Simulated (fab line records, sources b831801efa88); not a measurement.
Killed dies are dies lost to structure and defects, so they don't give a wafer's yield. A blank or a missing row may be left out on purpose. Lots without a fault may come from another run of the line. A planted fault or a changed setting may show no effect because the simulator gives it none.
fab line records | flow gf180mcu | part 2 of 2: steps 32 to 41 of 41
record lots=5 wafers=15 last_day=34
route steps=602 shown HV_LDD@226 NSD@235 PSD@248 SAB@264
lots that met no fault: from a run of the same line without faults
start_h: hours from the record's first day to the start of the lot's first wafer shown | wait_h: hours since the lot's step before | " the same as in the row above | L1.1+2: a row that stands for several wafers | - no value, or no start given | * or withheld: withheld | < > ~ a bound
route shown NAME@n: a module of which the file shows steps, and the number in the route of the first | usual: mean/standard deviation of fault-free wafers | same: alike in all rows | chamber/n: place in a boat | sites: the reading at each site | _std_site: their standard deviation | _edge_site: outer sites' mean less inner sites' | radius_mm: how far each site lies from the wafer's centre | mask NAME#n: copy n | behind: the tool/chamber that last shaped the wafer | hold: why the lot was held/for how many hours/how that ended | device: the transistor (n, p or np) that didn't switch | end of line: the same wafers' tests at the end of the route | a step without rows: its recipe alone | killed: dies lost to structure and defects at the first sort, not the wafer's yield | map: a wafer's dies, x killed, . not, _ none there
set.NAME: the setting as run; set.NAME@STEP: as run at that earlier step | model.NAME: the simulator's own value behind a step, which no gauge read
lots at some steps of the route; a table a step, a row a wafer
services: from which hour (start_h, from the record's first day; less than 0 if before it) a tool's chamber was out of use, for how many hours, and why
## steps
# step GF_PSD_IMPLANT_09
# recipe species=BF2 energy_kev=40 dose_cm2=1.5e+15 tilt_deg=7
# usual end_station_pressure_torr=1.18e-05/5.4e-07
# columns lot.wafer tool chamber start_h wait_h end_station_pressure_torr
L075.1 implanter-01 0 320.47 0.0 1.1e-05
L075.2 " 0 " " 1.12e-05
L075.3 " 0 " " 1.24e-05
L076.3 implanter-02 0 333.06 0.1 1.19e-05
L076.4 " 0 " " 1.18e-05
L076.6 " 0 " " 1.11e-05
L082.2 implanter-01 0 386.70 0.0 1.15e-05
L082.5 " 0 " " 1.14e-05
L082.6 " 0 " " 1.15e-05
L090.4 implanter-01 0 461.28 0.1 1.09e-05
L090.5 " 0 " " 1.22e-05
L090.6 " 0 " " 1.17e-05
L095.3 implanter-03 0 502.46 0.1 1.17e-05
L095.4 " 0 " " 1.17e-05
L095.5 " 0 " " 1.12e-05
# step GF_PSD_STRIP_10
# recipe chemistry=O2/N2 power_w=1400 pressure_mtorr=1500 platen_temp_c=250 o2_flow_sccm=3000 n2_flow_sccm=300 overash_fraction=0.5
# usual drypump_motor_current_A=5.8/0.38 heater_power_w=324/29 oes_product_au=0.593/0.0044 strip_time_to_endpoint_s=16.53/0.038
# columns lot.wafer tool chamber start_h wait_h drypump_motor_current_A heater_power_w oes_product_au rf_hours_counter_h strip_time_to_endpoint_s
L075.1 plasma_asher-03 0 320.62 0.1 5.5 376 0.591 73 16.55
L075.2 " 1 " " 5.5 288 0.600 73 16.52
L075.3 " 1 " " 5.5 299 0.597 - 16.54
L076.3 plasma_asher-03 1 333.19 0.1 5.5 287 0.591 - 16.56
L076.4 " 0 " " 5.5 371 0.592 - 16.56
L076.6 " 0 " " 5.5 372 0.592 - 16.57
L082.2 plasma_asher-01 0 386.83 0.1 6.0 324 0.588 59 16.48
L082.5 " 1 " " 6.1 325 0.592 - 16.46
L082.6 " 0 " " 6.0 323 0.600 - 16.50
L090.4 plasma_asher-01 0 461.39 0.1 6.0 321 0.596 - 16.52
L090.5 " 0 " " 6.0 321 0.594 - 16.52
L090.6 " 1 " " 6.2 321 0.590 - 16.50
L095.3 plasma_asher-01 0 502.59 0.1 6.0 324 0.591 - 16.51
L095.4 " 1 " " 6.2 324 0.598 - 16.55
L095.5 " 0 " " 6.0 320 0.584 - 16.58
# step GF_PSD_TW_MEAS_11
# usual PSD_TW=3202/15
# columns lot.wafer tool chamber start_h wait_h PSD_TW
L075.1 film_metro-01 - 320.72 0.1 3185
L075.2 " - " " 3170
L075.3 " - " " 3173
L076.3 film_metro-04 - 333.30 0.1 3204
L076.4 " - " " 3182
L076.6 " - " " 3188
L082.2 film_metro-01 - 386.94 0.1 3199
L082.5 " - " " 3208
L082.6 " - " " 3203
L090.4 film_metro-03 - 461.49 0.1 3223
L090.5 " - " " 3193
L090.6 " - " " 3210
L095.3 film_metro-01 - 502.68 0.1 3199
L095.4 " - " " 3204
L095.5 " - " " 3209
# step GF_PSD_CLEAN_12
# recipe chemistry=SC1/SC2 mix=1:4:20 temp_c=70 time_s=150 dry=n2_spin
# usual bath_guard_temp_C=70.2/0.81
# columns lot.wafer tool chamber start_h wait_h bath_guard_temp_C
L075.1 wet_bench-03 0 320.78 0.1 70.7
L075.2 " 0 " " 70.5
L075.3 " 0 " " 70.8
L076.3 wet_bench-03 1 333.34 0.0 71.0
L076.4 " 1 " " 71.0
L076.6 " 1 " " 71.1
L082.2 wet_bench-03 3 386.99 0.0 70.1
L082.5 " 3 " " 70.0
L082.6 " 3 " " 70.1
L090.4 wet_bench-03 1 461.52 0.0 71.2
L090.5 " 1 " " 70.7
L090.6 " 1 " " 71.3
L095.3 wet_bench-02 0 502.72 0.0 70.5
L095.4 " 0 " " 70.5
L095.5 " 0 " " 70.3
# step GF_PSD_RTA_13
# recipe temp_c=1025 time_s=18.25 ambient=N2
# usual lamp_power_pct=33/3.1 wafer_temp_C_max=1031.6/1.3
# columns lot.wafer tool chamber start_h wait_h lamp_power_pct wafer_temp_C_max
L075.1 rtp_anneal-02 0 320.83 0.0 30 1032.6
L075.2 " 0 " " 30 1030.8
L075.3 " 0 " " 30 1032.7
L076.3 rtp_anneal-02 0 333.43 0.0 30 1030.3
L076.4 " 0 " " 30 1031.2
L076.6 " 0 " " 30 1030.3
L082.2 rtp_anneal-01 0 387.05 0.0 36 1032.8
L082.5 " 0 " " 36 1029.8
L082.6 " 0 " " 36 1030.4
L090.4 rtp_anneal-02 0 461.61 0.0 30 1031.9
L090.5 " 0 " " 30 1030.4
L090.6 " 0 " " 30 1033.2
L095.3 rtp_anneal-01 0 502.80 0.0 36 1029.9
L095.4 " 0 " " 36 1030.5
L095.5 " 0 " " 36 1030.9
# step GF_PSD_RS_MEAS_14
# recipe thk_meas_gauge=four-point-probe
# usual NSD_RS=46.58/0.1
# columns lot.wafer tool chamber start_h wait_h NSD_RS[ohm/sq]
L075.1 film_metro-01 - 320.91 0.1 46.73
L075.2 " - " " 46.79
L075.3 " - " " 46.65
L076.3 film_metro-04 - 333.52 0.1 46.36
L076.4 " - " " 46.44
L076.6 " - " " 46.37
L082.2 film_metro-04 - 387.14 0.1 46.44
L082.5 " - " " 46.54
L082.6 " - " " 46.48
L090.4 film_metro-03 - 461.71 0.1 46.55
L090.5 " - " " 46.54
L090.6 " - " " 46.55
L095.3 film_metro-01 - 502.89 0.1 46.64
L095.4 " - " " 46.71
L095.5 " - " " 46.65
# step GF_PSD_RS_MEAS_15
# recipe thk_meas_gauge=four-point-probe
# usual PSD_RS=109.88/0.27
# columns lot.wafer tool chamber start_h wait_h PSD_RS[ohm/sq]
L075.1 film_metro-01 - 321.03 0.1 110.11
L075.2 " - " " 109.99
L075.3 " - " " 109.93
L076.3 film_metro-04 - 333.64 0.1 109.20
L076.4 " - " " 109.65
L076.6 " - " " 109.32
L082.2 film_metro-04 - 387.26 0.1 109.27
L082.5 " - " " 109.39
L082.6 " - " " 109.62
L090.4 film_metro-03 - 461.83 0.1 109.63
L090.5 " - " " 109.85
L090.6 " - " " 109.90
L095.3 film_metro-01 - 503.01 0.1 109.86
L095.4 " - " " 110.04
L095.5 " - " " 109.75
# step GF_SAB_CVD_00
# recipe material=SiO2 target_thk_nm=50 precursor=TEOS temp_c=400 time_s=4.9302 rf_w=600
# usual heater_power_w=684/79 susceptor_temp_C=399.99/0.24
# columns lot.wafer tool chamber start_h wait_h heater_power_w susceptor_temp_C
L075.1 pecvd-04 0 321.15 0.1 554 399.65
L075.2 " 1 " " 688 399.97
L075.3 " 2 " " 645 400.35
L076.3 pecvd-03 2 333.72 0.1 663 400.26
L076.4 " 1 " " 891 399.91
L076.6 " 0 " " 799 400.20
L082.2 pecvd-03 0 387.36 0.1 755 399.98
L082.5 " 0 " " 776 399.91
L082.6 " 1 " " 854 400.21
L090.4 pecvd-01 0 461.90 0.0 712 400.05
L090.5 " 2 " " 693 399.82
L090.6 " 1 " " 684 400.07
L095.3 pecvd-03 2 503.09 0.1 654 399.45
L095.4 " 1 " " 719 400.14
L095.5 " 0 " " 796 400.17
# step GF_SAB_THK_MEAS_01
# recipe reads=SiO2_of_SAB_CVD_00
# usual SAB_CVD_00_THK=50.2/0.64
# columns lot.wafer tool chamber start_h wait_h SAB_CVD_00_THK[nm]
L075.1 film_metro-04 - 321.17 0.0 49.8
L075.2 " - " " 49.4
L075.3 " - " " 49.0
L076.3 film_metro-01 - 333.76 0.0 49.2
L076.4 " - " " 50.5
L076.6 " - " " 50.7
L082.2 film_metro-01 - 387.39 0.0 49.6
L082.5 " - " " 50.2
L082.6 " - " " 51.0
L090.4 film_metro-01 - 461.94 0.0 50.1
L090.5 " - " " 50.9
L090.6 " - " " 51.1
L095.3 film_metro-02 - 503.13 0.0 49.7
L095.4 " - " " 50.9
L095.5 " - " " 50.5
# step GF_SAB_DEHYDRATE_02
# recipe temp_c=200 time_s=60
# columns lot.wafer tool chamber start_h wait_h
L075.1+2+3 litho_track-02 0 331.00 9.8
L076.3+4+6 litho_track-04 0 343.89 10.1
L082.2+5+6 litho_track-02 0 398.98 11.6
L090.4+5+6 litho_track-04 0 473.82 11.9
L095.3+4+5 litho_track-04 0 514.04 10.9
## services
# columns tool chamber start_h hours kind
plasma_asher-03 - 262.51 2.7 repair
plasma_asher-03 - 265.25 2.8 pm
rie_diel-02 2 278.53 5.6 repair
plasma_asher-03 - 288.81 4.3 pm
implanter-03 - 289.82 1.1 repair
lpcvd-02 - 296.36 6.0 pm
plasma_asher-01 - 311.74 3.1 repair
iline_stepper-02 - 317.34 5.1 repair
iline_stepper-02 - 322.63 2.3 repair
iline_stepper-01 - 326.49 1.7 pm
implanter-03 - 331.87 1.2 repair
implanter-01 - 331.91 0.9 repair
pecvd-03 - 334.03 2.8 pm
implanter-03 - 335.23 5.0 repair
rie_diel-02 2 336.22 2.8 repair
implanter-03 - 356.22 1.8 repair
iline_stepper-01 - 357.65 8.2 repair
implanter-03 - 360.02 1.8 repair
pecvd-03 - 361.36 0.6 repair
iline_stepper-02 - 370.29 1.7 pm
lpcvd-01 - 374.71 2.8 pm
plasma_asher-03 - 421.25 9.0 pm
iline_stepper-02 - 451.68 3.0 repair
wet_bench-03 - 465.21 1.6 repair
